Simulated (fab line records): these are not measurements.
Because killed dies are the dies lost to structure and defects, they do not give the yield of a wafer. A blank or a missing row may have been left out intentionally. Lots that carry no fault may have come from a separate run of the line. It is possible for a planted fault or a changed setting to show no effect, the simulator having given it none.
Matching of chambers / flow gf180mcu / pecvd-01 running GF_PASSIVATION_CVD_02: 3 sister chambers
The step deposits Si3N4, target thk 700 nm, time 486.18 s. 24 wafers are shown with their chamber, then 12 later ones without.

## WAFERS PAIRED WITH THEIR CHAMBERS
wafer=L076.2; chamber=1; heaterPowerW (W)=794
wafer=L076.3; chamber=0; heaterPowerW (W)=611
wafer=L076.4; chamber=2; heaterPowerW (W)=642
wafer=L079.3; chamber=0; heaterPowerW (W)=756
wafer=L079.5; chamber=1; heaterPowerW (W)=746
wafer=L079.6; chamber=0; heaterPowerW (W)=615
wafer=L080.3; chamber=0; heaterPowerW (W)=659
wafer=L080.4; chamber=1; heaterPowerW (W)=807
wafer=L080.5; chamber=0; heaterPowerW (W)=729
wafer=L084.2; chamber=2; heaterPowerW (W)=642
wafer=L084.4; chamber=2; heaterPowerW (W)=684
wafer=L084.6; chamber=0; heaterPowerW (W)=709
wafer=L085.2; chamber=1; heaterPowerW (W)=788
wafer=L085.4; chamber=0; heaterPowerW (W)=749
wafer=L085.5; chamber=1; heaterPowerW (W)=811
wafer=L090.1; chamber=0; heaterPowerW (W)=624
wafer=L090.2; chamber=2; heaterPowerW (W)=673
wafer=L090.3; chamber=1; heaterPowerW (W)=672
wafer=L091.1; chamber=1; heaterPowerW (W)=691
wafer=L091.3; chamber=0; heaterPowerW (W)=710
wafer=L091.6; chamber=0; heaterPowerW (W)=743
wafer=L092.3; chamber=1; heaterPowerW (W)=798
wafer=L092.4; chamber=2; heaterPowerW (W)=609
wafer=L092.6; chamber=1; heaterPowerW (W)=826

SIGNATURES (means of the wafers above)
reading=heaterPowerW; chamber 0=690.50; chamber 1=770.33; chamber 2=650.00; scatter within a chamber=52.5
Rule: a wafer lies at a distance from a chamber equal to the root of the sum of squares, over the readings, of (its reading less the chamber's mean, divided by the reading's scatter). The wafer belongs to the nearest chamber; if the next one is less than 2 further off, it can't be placed. How the scatter is found: for the shown wafers, subtract from each reading the mean of its chamber, square and add these, divide the total by (wafers less chambers), then take the root.

## WAFERS WHOSE CHAMBER IS MISSING
wafer=L093.2; heaterPowerW (W)=651
wafer=L093.3; heaterPowerW (W)=623
wafer=L093.4; heaterPowerW (W)=655
wafer=L094.2; heaterPowerW (W)=664
wafer=L094.5; heaterPowerW (W)=619
wafer=L094.6; heaterPowerW (W)=682
wafer=L095.1; heaterPowerW (W)=564
wafer=L095.3; heaterPowerW (W)=815
wafer=L095.5; heaterPowerW (W)=687
wafer=L097.3; heaterPowerW (W)=685
wafer=L097.4; heaterPowerW (W)=714
wafer=L097.5; heaterPowerW (W)=811

## THE CHAMBER EACH PASSED THROUGH
wafer=L093.2; from the rows above=can't be placed: 2 or 0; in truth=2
wafer=L093.3; from the rows above=can't be placed: 2 or 0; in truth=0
wafer=L093.4; from the rows above=can't be placed: 2 or 0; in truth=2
wafer=L094.2; from the rows above=can't be placed: 2 or 0 or 1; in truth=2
wafer=L094.5; from the rows above=can't be placed: 2 or 0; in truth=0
wafer=L094.6; from the rows above=can't be placed: 0 or 2 or 1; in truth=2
wafer=L095.1; from the rows above=can't be placed: 2 or 0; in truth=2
wafer=L095.3; from the rows above=can't be placed: 1 or 0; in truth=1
wafer=L095.5; from the rows above=can't be placed: 0 or 2 or 1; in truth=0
wafer=L097.3; from the rows above=can't be placed: 0 or 2 or 1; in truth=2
wafer=L097.4; from the rows above=can't be placed: 0 or 1 or 2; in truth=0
wafer=L097.5; from the rows above=can't be placed: 1 or 0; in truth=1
Correct placement for 0 of the 12. Not placeable from these rows: 12 (in 12, the candidates include the true chamber). Placed wrongly: 0.
